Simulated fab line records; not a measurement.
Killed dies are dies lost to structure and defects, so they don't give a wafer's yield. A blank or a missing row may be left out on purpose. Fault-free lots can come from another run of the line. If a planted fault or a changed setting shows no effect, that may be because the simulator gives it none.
Which tool is to blame? ; flow gf180mcu ; Sampling: 14 lots, 42 wafers, 4 of 602 route steps

== WHAT THE GAUGES SHOWED, per wafer ==
GF_V5_BOW_MEAS_05. Usual: for V5_BOW the level is 130 um and the standard deviation is 9.9.
lot;measured;on;V5_BOW (um);flag
L260;day 26 07:51;film-metro-02;146 134 145;
L261;day 26 21:51;film-metro-04;129 139 118;
L262;day 27 11:50;film-metro-02;138 147 134;
L264;day 28 04:28;film-metro-03;144 140 140;
L265;day 28 06:19;film-metro-02;137 121 139;
L269;day 29 05:49;film-metro-02;126 136 128;
L273;day 30 07:55;film-metro-02;140 125 131;
L274;day 30 18:31;film-metro-03;138 134 139;
L277;day 31 13:08;film-metro-02;126 123 130;
L278;day 31 14:20;film-metro-02;121 124 126;
L279;day 31 21:17;film-metro-02;132 123 124;
L280;day 31 20:58;film-metro-03;124 150 127;
L282;day 32 17:00;film-metro-03;108 115 104;
L283;day 32 23:00;film-metro-02;116 115 129;

GF_V5_RS_MEAS_24: measures by four-point-probe. Usual: for V5_W_RS the level is 0.330 ohm/sq and the standard deviation is 0.0034.
lot;measured;on;V5_W_RS (ohm/sq);flag
L260;day 27 05:07;film-metro-02;0.328 0.328 0.322;
L261;day 27 19:14;film-metro-03;0.333 0.329 0.334;
L262;day 28 08:23;film-metro-02;0.328 0.329 0.326;
L264;day 29 01:52;film-metro-04;0.323 0.327 0.325;
L265;day 29 03:31;film-metro-04;0.331 0.331 0.333;
L269;day 30 01:30;film-metro-02;0.332 0.331 0.333;
L273;day 31 03:34;film-metro-04;0.332 0.327 0.325;
L274;day 31 13:31;film-metro-03;0.326 0.328 0.328;
L277;day 32 07:34;film-metro-02;0.331 0.332 0.330;
L278;day 32 08:47;film-metro-04;0.330 0.325 0.333;
L279;day 32 15:39;film-metro-04;0.332 0.329 0.339;
L280;day 32 15:14;film-metro-02;0.330 0.329 0.326;
L282;day 33 09:59;film-metro-02;0.331 0.330 0.332;
L283;day 33 15:11;film-metro-04;0.327 0.330 0.330;

GF_TOP_METAL_THK_MEAS_06: measures by xrf. Usual: for TOP_METAL_ALCU_THK the level is 900 nm and the standard deviation is 8.1.
lot;measured;on;TOP_METAL_ALCU_THK (nm);flag
L260;day 27 05:55;film-metro-04;903 904 892;
L261;day 27 20:03;film-metro-02;893 898 911;
L262;day 28 09:12;film-metro-02;890 888 895;
L264;day 29 02:43;film-metro-04;898 896 888;
L265;day 29 04:20;film-metro-04;888 891 893;
L269;day 30 02:19;film-metro-02;907 913 907;
L273;day 31 04:22;film-metro-02;899 902 905;
L274;day 31 14:19;film-metro-01;902 903 903;
L277;day 32 08:23;film-metro-01;902 900 902;
L278;day 32 09:36;film-metro-01;901 901 898;
L279;day 32 17:55;film-metro-02;899 889 895;
L280;day 32 17:37;film-metro-01;896 899 904;
L282;day 33 10:47;film-metro-02;905 915 903;
L283;day 33 16:01;film-metro-02;881 885 888;

== EACH LOT AND THE TOOL THAT RAN IT (in order: tool; ch and the chambers of the sampled wafers; start) ==
lot;GF_MVPSD_STRIP_10
L260;plasma-asher-04 ch 1, day 4 23:34
L261;plasma-asher-01 ch 0,1, day 5 09:19
L262;plasma-asher-01 ch 0,1, day 5 16:46
L264;plasma-asher-01 ch 0,1, day 6 02:39
L265;plasma-asher-04 ch 0, day 6 05:49
L269;plasma-asher-04 ch 0,1, day 7 06:07
L273;plasma-asher-01 ch 0,1, day 8 07:56
L274;plasma-asher-01 ch 0,1, day 8 13:20
L277;plasma-asher-02 ch 0,1, day 9 07:15
L278;plasma-asher-02 ch 0,1, day 9 11:42
L279;plasma-asher-02 ch 0, day 9 17:04
L280;plasma-asher-02 ch 0,1, day 9 22:33
L282;plasma-asher-04 ch 0,1, day 10 11:09
L283;plasma-asher-04 ch 0,1, day 10 17:52
- GF_MVPSD_STRIP_10: strips in O2/N2.

== WHAT THE TOOLS THEMSELVES READ (means of the sampled wafers that have a number; where no wafer has one, the mark that the record gives instead) ==
GF_MVPSD_STRIP_10. Usual: drypump-motor-current-A 5.6 A, standard deviation 0.4; heater-power-w 322 W, standard deviation 34; n2-flow-sccm 300.1 sccm, standard deviation 0.84; oes-product-au 0.722 a.u., standard deviation 0.0048; strip-time-to-endpoint-s 36.98 s, standard deviation 0.12.
lot;tool;drypump-motor-current-A (A);heater-power-w (W);n2-flow-sccm (sccm);oes-product-au (a.u.);strip-time-to-endpoint-s (s);flag
L260;plasma-asher-04;5.2;371;299.2;0.718;37.05;
L261;plasma-asher-01;5.3;307;300.2;0.722;36.98;
L262;plasma-asher-01;5.3;329;300.3;0.725;37.07;
L264;plasma-asher-01;5.3;327;299.9;0.726;37.06;
L265;plasma-asher-04;5.5;324;299.9;0.725;37.02;
L269;plasma-asher-04;5.4;344;300.2;0.726;37.01;
L273;plasma-asher-01;5.3;305;300.6;0.724;36.88;
L274;plasma-asher-01;5.3;328;300.6;0.719;37.11;
L277;plasma-asher-02;6.2;288;299.6;0.718;36.83;
L278;plasma-asher-02;6.2;295;299.5;0.718;37.04;
L279;plasma-asher-02;6.2;286;300.6;0.725;36.76;
L280;plasma-asher-02;6.3;299;299.5;0.716;36.97;
L282;plasma-asher-04;5.4;345;299.4;0.725;36.92;
L283;plasma-asher-04;5.4;342;300.0;0.720;37.04;

== THE ANSWER, worked out from the rows above alone ==
Rule: a lot counts as off when the mean over its wafers that have a number is more than 3 standard deviations away from the usual mean. A lot without any number at a reading at which 4 lots or more have one is off too. Where the step has rows for the other lots, those lots are counted as sound. The gauges are gone through in route order, then the tools' own readings, and for those a lot's mean is taken as printed above. At the first step where some lot is off, the reading lying furthest off is the one used; lots without a number count as furthest.
No lot is off on any of the readings shown, so nothing can be concluded from this.

== WHAT THE SIMULATOR PUT IN ==
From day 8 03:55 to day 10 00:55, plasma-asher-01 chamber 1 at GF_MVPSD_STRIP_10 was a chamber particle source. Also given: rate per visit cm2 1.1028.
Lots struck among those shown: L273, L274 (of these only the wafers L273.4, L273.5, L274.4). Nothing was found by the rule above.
